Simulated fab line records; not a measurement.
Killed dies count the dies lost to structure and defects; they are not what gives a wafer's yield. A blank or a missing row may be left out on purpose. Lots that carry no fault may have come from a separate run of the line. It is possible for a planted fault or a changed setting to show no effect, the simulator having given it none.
fab line records | flow gf180mcu
record: lots: 12 | wafers: 34 | last_day: 34
route steps=602 shown MIM@512 V5@557 PASSIVATION@590
lots that met no fault: taken from a fault-free run of the same line
start_h: hours from the record's opening day to when the first of the lot's shown wafers began | wait_h: hours from the lot's prior step to this one | " identical to the entry in the row above | L1.1+2: a single row standing in for several wafers | - either no value or no given start | * or withheld: withheld | < > ~ a bound
route shown NAME@n: a module of which the file shows steps, and the number in the route of the first | usual: mean/standard deviation of fault-free wafers | same: alike in all rows | chamber/n: place in a boat | sites: the reading at each site | _std_site: their standard deviation | _edge_site: mean of outer sites minus mean of inner sites | radius_mm: how far each site lies from the wafer's centre | mask NAME#n: copy n | behind: tool/chamber where the wafer was last shaped | hold: the reason the lot was held/the length of the hold in hours/how it ended | device: the transistor (n, p or np) that didn't switch | end of line: the route-end tests of the same wafers | a step with no rows: only its recipe | killed: not the wafer's yield, but the dies lost to structure and defects at the first sort | map: dies across one wafer; x = killed, . = not, _ = none there
set.NAME: the setting that was run; set.NAME@STEP: the one run at that earlier step | model.NAME: the simulator's own value behind a step, which no gauge read
steps of the route over a sample of lots; a table a step, a row a wafer
services: a tool's chamber out of use, with start hour (start_h, from the record's first day; less than 0 if before it), hours out, and reason
== steps ==
step: GF_MIM_SPUTTER_09
recipe: material: TiN | target_thk_nm: 35 | power_w: 6500 | time_s: 29.2 | chamber_pressure_pa: 0.4
usual: throttle_valve_pct: 30.8/1.2
same: time_s: 29.2
lot.wafer | tool           | chamber | start_h | wait_h | throttle_valve_pct
L880.1    | pvd_sputter-03 | -       | 579.32  | 0.0    | 30.8
L880.3    | "              | -       | "       | "      | 32.2
L880.6    | "              | -       | "       | "      | 31.3
L879.1    | pvd_sputter-03 | -       | 583.57  | 0.0    | 30.6
L879.4    | "              | -       | "       | "      | 32.4
L879.5    | "              | -       | "       | "      | 28.6
L883.1    | pvd_sputter-01 | -       | 585.67  | 0.0    | 31.5
L883.3    | "              | -       | "       | "      | 30.4
L883.5    | "              | -       | "       | "      | 31.0
L884.3    | pvd_sputter-04 | -       | 587.76  | 0.0    | 30.6
L884.4    | "              | -       | "       | "      | 32.1
L884.6    | "              | -       | "       | "      | 32.5
L885.3    | pvd_sputter-01 | -       | 594.38  | 0.0    | 31.5
L885.4    | "              | -       | "       | "      | 31.4
L885.6    | "              | -       | "       | "      | 31.6
L887.1    | pvd_sputter-04 | -       | 607.27  | 0.0    | 31.0
L887.2    | "              | -       | "       | "      | 28.7
L887.6    | "              | -       | "       | "      | 30.6
L889.2    | pvd_sputter-04 | -       | 624.76  | 0.0    | 32.5
L889.3    | "              | -       | "       | "      | 29.0
L892.1    | pvd_sputter-03 | -       | 650.44  | 0.0    | 28.4
L892.3    | "              | -       | "       | "      | 31.2
L893.3    | pvd_sputter-01 | -       | 654.46  | 0.0    | 31.5
L893.5    | "              | -       | "       | "      | 30.5
L893.6    | "              | -       | "       | "      | 31.6
L895.1    | pvd_sputter-03 | -       | 675.12  | 0.0    | 31.9
L895.4    | "              | -       | "       | "      | 28.7
L895.5    | "              | -       | "       | "      | 31.2
L900.2    | pvd_sputter-04 | -       | 711.68  | 0.0    | 31.0
L900.3    | "              | -       | "       | "      | 32.4
L900.4    | "              | -       | "       | "      | 30.4
L902.3    | pvd_sputter-03 | -       | 724.26  | 0.0    | 30.6
L902.4    | "              | -       | "       | "      | 32.3
L902.6    | "              | -       | "       | "      | 32.4
step: GF_V5_ETCH_17
recipe: chemistry: C4F8/O2/Ar | mask_material: KrF | target: SiO2 | stop_on: TiN | source_w: 1500 | bias_w: 1200 | pressure_mtorr: 40 | c4f8_flow_sccm: withheld | O2_flow_sccm: 6 | Ar_flow_sccm: 300 | time_s: withheld | target_depth_a: 8550
usual: oes_product_au: 0.859/0.0044
lot.wafer | tool        | chamber | start_h | wait_h | oes_product_au
L880.1    | rie_diel-01 | 1       | -       | -      | 0.860
L880.3    | "           | 3       | "       | "      | 0.859
L880.6    | "           | 1       | "       | "      | 0.859
L879.1    | rie_diel-01 | 2       | -       | -      | 0.859
L879.4    | "           | 0       | "       | "      | 0.860
L879.5    | "           | 0       | "       | "      | 0.861
L883.1    | rie_diel-04 | 3       | -       | -      | 0.859
L883.3    | "           | 1       | "       | "      | 0.856
L883.5    | "           | 1       | "       | "      | 0.866
L884.3    | rie_diel-02 | 1       | -       | -      | 0.860
L884.4    | "           | 3       | "       | "      | 0.862
L884.6    | "           | 2       | "       | "      | 0.860
L885.3    | rie_diel-01 | 1       | -       | -      | 0.862
L885.4    | "           | 2       | "       | "      | 0.863
L885.6    | "           | 0       | "       | "      | 0.858
L887.1    | rie_diel-01 | 1       | -       | -      | 0.858
L887.2    | "           | 0       | "       | "      | 0.857
L887.6    | "           | 3       | "       | "      | 0.854
L889.2    | rie_diel-01 | 0       | -       | -      | 0.857
L889.3    | "           | 1       | "       | "      | 0.859
L892.1    | rie_diel-01 | 3       | -       | -      | 0.865
L892.3    | "           | 1       | "       | "      | 0.862
L893.3    | rie_diel-01 | 2       | -       | -      | 0.857
L893.5    | "           | 0       | "       | "      | 0.861
L893.6    | "           | 3       | "       | "      | 0.863
L895.1    | rie_diel-04 | 2       | -       | -      | 0.864
L895.4    | "           | 2       | "       | "      | 0.858
L895.5    | "           | 0       | "       | "      | 0.855
L900.2    | rie_diel-02 | 2       | -       | -      | 0.858
L900.3    | "           | 1       | "       | "      | 0.861
L900.4    | "           | 0       | "       | "      | 0.854
L902.3    | rie_diel-04 | 2       | -       | -      | 0.856
L902.4    | "           | 3       | "       | "      | 0.867
L902.6    | "           | 2       | "       | "      | 0.863
step: GF_V5_CVD_23
recipe: material: W | target_thk_nm: 350 | time_s: 104.9 | temp_c: 400 | pressure_torr: 40
usual: heater_power_w: 894/90
lot.wafer | tool     | chamber | start_h | wait_h | heater_power_w
L880.1    | cvd_w-02 | 1       | 648.50  | 0.0    | 805
L880.3    | "        | 0       | "       | "      | 907
L880.6    | "        | 1       | "       | "      | 818
L879.1    | cvd_w-02 | 1       | 652.87  | 0.0    | 811
L879.4    | "        | 0       | "       | "      | 912
L879.5    | "        | 1       | "       | "      | 780
L883.1    | cvd_w-02 | 0       | 655.37  | 0.0    | 934
L883.3    | "        | 0       | "       | "      | 881
L883.5    | "        | 1       | "       | "      | 798
L884.3    | cvd_w-02 | 1       | 656.15  | 0.1    | 799
L884.4    | "        | 0       | "       | "      | 893
L884.6    | "        | 0       | "       | "      | 911
L885.3    | cvd_w-01 | 1       | 661.45  | 0.1    | 832
L885.4    | "        | 0       | "       | "      | 1009
L885.6    | "        | 0       | "       | "      | 1023
L887.1    | cvd_w-01 | 0       | 675.33  | 0.0    | 1018
L887.2    | "        | 0       | "       | "      | 1023
L887.6    | "        | 0       | "       | "      | 1014
L889.2    | cvd_w-01 | 0       | 692.02  | 0.0    | 999
L889.3    | "        | 0       | "       | "      | 1023
L892.1    | cvd_w-01 | 0       | 713.22  | 0.0    | 1026
L892.3    | "        | 0       | "       | "      | 1045
L893.3    | cvd_w-01 | 1       | 715.82  | 0.1    | 842
L893.5    | "        | 1       | "       | "      | 822
L893.6    | "        | 0       | "       | "      | 1034
L895.1    | cvd_w-02 | 1       | 733.66  | 0.0    | 781
L895.4    | "        | 0       | "       | "      | 922
L895.5    | "        | 0       | "       | "      | 930
L900.2    | cvd_w-02 | 1       | 766.06  | 0.0    | 805
L900.3    | "        | 0       | "       | "      | 928
L900.4    | "        | 1       | "       | "      | 794
L902.3    | cvd_w-02 | 0       | 774.25  | 0.1    | 908
L902.4    | "        | 1       | "       | "      | 814
L902.6    | "        | 0       | "       | "      | 930
step: GF_V5_RS_MEAS_24
recipe: thk_meas_gauge: four-point-probe | reads: W_of_V5_CVD_23+TiN_of_V5_SPUTTER_22+Ti_of_V5_SPUTTER_21
usual: V5_W_RS: 0.326/0.0054
lot.wafer | tool          | chamber | start_h | wait_h | V5_W_RS[ohm/sq]
L880.1    | film_metro-02 | -       | 648.61  | 0.1    | 0.326
L880.3    | "             | -       | "       | "      | 0.317
L880.6    | "             | -       | "       | "      | 0.323
L879.1    | film_metro-01 | -       | 652.98  | 0.1    | 0.327
L879.4    | "             | -       | "       | "      | 0.317
L879.5    | "             | -       | "       | "      | 0.326
L883.1    | film_metro-04 | -       | 655.50  | 0.1    | 0.316
L883.3    | "             | -       | "       | "      | 0.312
L883.5    | "             | -       | "       | "      | 0.324
L884.3    | film_metro-01 | -       | 656.26  | 0.1    | 0.333
L884.4    | "             | -       | "       | "      | 0.322
L884.6    | "             | -       | "       | "      | 0.320
L885.3    | film_metro-04 | -       | 661.57  | 0.1    | 0.335
L885.4    | "             | -       | "       | "      | 0.327
L885.6    | "             | -       | "       | "      | 0.330
L887.1    | film_metro-04 | -       | 675.56  | 0.2    | 0.328
L887.2    | "             | -       | "       | "      | 0.330
L887.6    | "             | -       | "       | "      | 0.332
L889.2    | film_metro-01 | -       | 692.15  | 0.1    | 0.547
L889.3    | "             | -       | "       | "      | 0.548
L892.1    | film_metro-04 | -       | 713.33  | 0.1    | 0.327
L892.3    | "             | -       | "       | "      | 0.551
L893.3    | film_metro-01 | -       | 715.94  | 0.1    | 0.570
L893.5    | "             | -       | "       | "      | 0.331
L893.6    | "             | -       | "       | "      | 0.325
L895.1    | film_metro-04 | -       | 733.77  | 0.1    | 0.322
L895.4    | "             | -       | "       | "      | 0.317
L895.5    | "             | -       | "       | "      | 0.318
L900.2    | film_metro-02 | -       | 766.19  | 0.1    | 0.323
L900.3    | "             | -       | "       | "      | 0.317
L900.4    | "             | -       | "       | "      | 0.323
L902.3    | film_metro-01 | -       | 774.37  | 0.1    | 0.323
L902.4    | "             | -       | "       | "      | 0.326
L902.6    | "             | -       | "       | "      | 0.321
step: GF_V5_THK_MEAS_25
recipe: thk_meas_gauge: xrf | reads: W_of_V5_CVD_23
usual: V5_W_THK: 347/6.7
lot.wafer | tool          | chamber | start_h | wait_h | V5_W_THK[nm]
L880.1    | film_metro-02 | -       | 648.73  | 0.1    | 357
L880.3    | "             | -       | "       | "      | 364
L880.6    | "             | -       | "       | "      | 356
L879.1    | film_metro-01 | -       | 653.10  | 0.1    | 347
L879.4    | "             | -       | "       | "      | 358
L879.5    | "             | -       | "       | "      | 348
L883.1    | film_metro-04 | -       | 655.62  | 0.1    | 354
L883.3    | "             | -       | "       | "      | 358
L883.5    | "             | -       | "       | "      | 348
L884.3    | film_metro-01 | -       | 656.36  | 0.1    | 340
L884.4    | "             | -       | "       | "      | 349
L884.6    | "             | -       | "       | "      | 353
L885.3    | film_metro-04 | -       | 661.67  | 0.1    | 334
L885.4    | "             | -       | "       | "      | 343
L885.6    | "             | -       | "       | "      | 340
L887.1    | film_metro-04 | -       | 675.68  | 0.1    | 340
L887.2    | "             | -       | "       | "      | 339
L887.6    | "             | -       | "       | "      | 336
L889.2    | film_metro-01 | -       | 692.26  | 0.1    | 209
L889.3    | "             | -       | "       | "      | 207
L892.1    | film_metro-04 | -       | 713.45  | 0.1    | 343
L892.3    | "             | -       | "       | "      | 205
L893.3    | film_metro-01 | -       | 716.04  | 0.1    | 200
L893.5    | "             | -       | "       | "      | 341
L893.6    | "             | -       | "       | "      | 346
L895.1    | film_metro-04 | -       | 733.89  | 0.1    | 351
L895.4    | "             | -       | "       | "      | 355
L895.5    | "             | -       | "       | "      | 357
L900.2    | film_metro-02 | -       | 766.30  | 0.1    | 353
L900.3    | "             | -       | "       | "      | 359
L900.4    | "             | -       | "       | "      | 355
L902.3    | film_metro-01 | -       | 774.47  | 0.1    | 344
L902.4    | "             | -       | "       | "      | 341
L902.6    | "             | -       | "       | "      | 347
step: GF_V5_CMP_26
recipe: stop_on: SiO2 | down_force_psi: 3.5 | platen_rpm: 60 | t_overpolish_s: 15 | target_thk_nm: 0 | pad_velocity_m_s: 0.94248
usual: motor_current_A: 11.3/0.99 | retaining_ring_pressure_frac: 1.000/0.0051 | time_to_endpoint_s: 84/4.2
lot.wafer | tool   | chamber | start_h | wait_h | motor_current_A | retaining_ring_pressure_frac | time_to_endpoint_s
L880.1    | cmp-01 | 3       | 648.79  | 0.1    | 10.4            | 1.000                        | 95
L880.3    | "      | 1       | "       | "      | 11.5            | 0.991                        | 85
L880.6    | "      | 0       | "       | "      | 11.7            | 0.992                        | 84
L879.1    | cmp-01 | 1       | 653.48  | 0.4    | 12.4            | 1.002                        | 79
L879.4    | "      | 3       | "       | "      | 10.1            | 1.003                        | 89
L879.5    | "      | 1       | "       | "      | 12.5            | 1.002                        | 80
L883.1    | cmp-01 | 3       | 655.75  | 0.1    | 10.3            | 1.007                        | 93
L883.3    | "      | 1       | "       | "      | 12.0            | 1.007                        | 85
L883.5    | "      | 3       | "       | "      | 11.1            | 0.998                        | 93
L884.3    | cmp-01 | 2       | 656.40  | 0.0    | 10.0            | 1.003                        | 84
L884.4    | "      | 1       | "       | "      | 10.6            | 0.996                        | 84
L884.6    | "      | 2       | "       | "      | 10.2            | 1.005                        | 87
L885.3    | cmp-01 | 3       | 661.76  | 0.1    | 10.3            | 0.989                        | 91
L885.4    | "      | 0       | "       | "      | 11.9            | 1.009                        | 84
L885.6    | "      | 2       | "       | "      | 10.6            | 0.998                        | 82
L887.2    | cmp-01 | 1       | 675.74  | 0.0    | 11.7            | 1.002                        | 76
L887.1    | "      | 3       | "       | "      | 10.1            | 0.985                        | 86
L887.6    | "      | 2       | "       | "      | 9.8             | 1.001                        | 82
L889.3    | cmp-01 | 2       | 692.36  | 0.1    | 10.4            | 0.999                        | 51
L889.2    | "      | 3       | "       | "      | 10.3            | 0.998                        | 54
L892.3    | cmp-02 | 1       | 713.51  | 0.0    | 12.0            | 1.005                        | 46
L892.1    | "      | 2       | "       | "      | 10.5            | 1.003                        | 83
L893.3    | cmp-02 | 3       | 716.13  | 0.1    | 13.6            | 0.988                        | 49
L893.6    | "      | 2       | "       | "      | 10.4            | 0.995                        | 85
L893.5    | "      | 3       | "       | "      | 13.8            | 1.000                        | 79
L895.4    | cmp-02 | 3       | 734.04  | 0.1    | 13.3            | 0.999                        | 83
L895.1    | "      | 1       | "       | "      | 12.6            | 1.011                        | 83
L895.5    | "      | 2       | "       | "      | 10.3            | 1.003                        | 85
L900.2    | cmp-01 | 0       | 766.35  | 0.0    | 11.0            | 1.002                        | 82
L900.3    | "      | 1       | "       | "      | 12.6            | 1.003                        | 81
L900.4    | "      | 3       | "       | "      | 10.1            | 0.995                        | 89
L902.4    | cmp-01 | 2       | 774.51  | 0.0    | 10.3            | 1.004                        | 83
L902.3    | "      | 3       | "       | "      | 10.5            | 0.998                        | 90
L902.6    | "      | 3       | "       | "      | 11.0            | 1.005                        | 93
step: GF_PASSIVATION_THK_MEAS_03
recipe: reads: Si3N4_of_PASSIVATION_CVD_02
usual: PASSIVATION_CVD_02_THK: 697/12
lot.wafer | tool          | chamber | start_h | wait_h | PASSIVATION_CVD_02_THK[nm]
L880.1    | film_metro-01 | -       | 671.93  | 0.3    | 693
L880.3    | "             | -       | "       | "      | 699
L880.6    | "             | -       | "       | "      | 704
L879.1    | film_metro-02 | -       | 676.46  | 0.1    | 690
L879.4    | "             | -       | "       | "      | 713
L879.5    | "             | -       | "       | "      | 698
L883.1    | film_metro-02 | -       | 679.28  | 0.1    | 690
L883.3    | "             | -       | "       | "      | 686
L883.5    | "             | -       | "       | "      | 700
L884.3    | film_metro-03 | -       | 679.70  | 0.2    | 692
L884.4    | "             | -       | "       | "      | 686
L884.6    | "             | -       | "       | "      | 704
L885.3    | film_metro-02 | -       | 684.75  | 0.2    | 693
L885.4    | "             | -       | "       | "      | 695
L885.6    | "             | -       | "       | "      | 706
L887.1    | film_metro-02 | -       | 697.54  | 0.1    | 701
L887.2    | "             | -       | "       | "      | 706
L887.6    | "             | -       | "       | "      | 714
L889.2    | film_metro-03 | -       | 712.84  | 0.2    | 701
L889.3    | "             | -       | "       | "      | 700
L892.1    | film_metro-02 | -       | 733.25  | 0.3    | 681
L892.3    | "             | -       | "       | "      | 709
L893.3    | film_metro-01 | -       | 735.04  | 0.2    | 699
L893.5    | "             | -       | "       | "      | 712
L893.6    | "             | -       | "       | "      | 705
L895.1    | film_metro-01 | -       | 751.79  | 0.1    | 686
L895.4    | "             | -       | "       | "      | 699
L895.5    | "             | -       | "       | "      | 704
L900.2    | film_metro-03 | -       | 782.69  | 0.2    | 691
L900.3    | "             | -       | "       | "      | 696
L900.4    | "             | -       | "       | "      | 709
L902.3    | film_metro-03 | -       | 791.53  | 0.2    | 686
L902.4    | "             | -       | "       | "      | 707
L902.6    | "             | -       | "       | "      | 689
== services ==
tool           | chamber | start_h | hours | kind
cmp-02         | -       | 558.71  | 1.0   | repair
pvd_sputter-04 | -       | 562.26  | 9.9   | repair
cmp-01         | -       | 569.02  | 8.9   | repair
cmp-01         | -       | 577.90  | 4.0   | pm
rie_diel-01    | 1       | 590.28  | 1.2   | repair
rie_diel-01    | -       | 602.40  | 14.6  | pm
cvd_w-01       | -       | 630.45  | 28.1  | pm
pvd_sputter-04 | -       | 636.29  | 0.5   | repair
cmp-02         | -       | 640.18  | 41.1  | repair
cmp-02         | -       | 649.37  | 23.9  | repair
cmp-02         | -       | 659.63  | 2.8   | repair
cvd_w-01       | 1       | 674.56  | 2.1   | repair
cmp-01         | -       | 686.87  | 4.7   | pm
rie_diel-04    | 0       | 688.63  | 3.7   | repair
cmp-01         | -       | 696.12  | 1.6   | repair
rie_diel-04    | 2       | 697.97  | 2.3   | repair
pvd_sputter-04 | -       | 719.95  | 3.8   | repair
cmp-01         | -       | 730.62  | 0.5   | repair
cmp-01         | -       | 731.11  | 17.3  | pm
pvd_sputter-04 | -       | 734.20  | 1.8   | repair
cvd_w-02       | -       | 737.62  | 4.3   | pm
pvd_sputter-04 | -       | 747.71  | 2.1   | repair
pvd_sputter-04 | -       | 756.59  | 9.6   | repair
rie_diel-01    | 3       | 761.17  | 3.2   | repair
== key ==
first_sign: step: GF_V5_RS_MEAS_24 | reading: V5_W_RS | direction: up | sigmas: 42 | usual: 0.326 | struck: 0.554
effect: step: GF_V5_THK_MEAS_25 | reading: V5_W_THK | direction: down | sigmas: 21 | usual: 347 | struck: 205
effect: step: GF_V5_CMP_26 | reading: time_to_endpoint_s | direction: down | sigmas: 8.2 | usual: * | struck: *
met_at GF_V5_CVD_23
struck_lots L889,L892,L893
struck_wafers L889.2,L889.3,L892.3,L893.3
not_acting_at GF_MIM_SPUTTER_09,GF_V5_ETCH_17,GF_PASSIVATION_THK_MEAS_03
onset_between 675.33 692.02
fault: kind: process_parameter_drift | tool: cvd_w-01 | chamber: - | onset_h: 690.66 | steps: GF_V5_CVD_23 | channel: target_thk_nm | offset: -144.25 | shape: step | end_h: 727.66 | scope: struck_wafers_only | acts_in: these_recipes_only | stated: 350
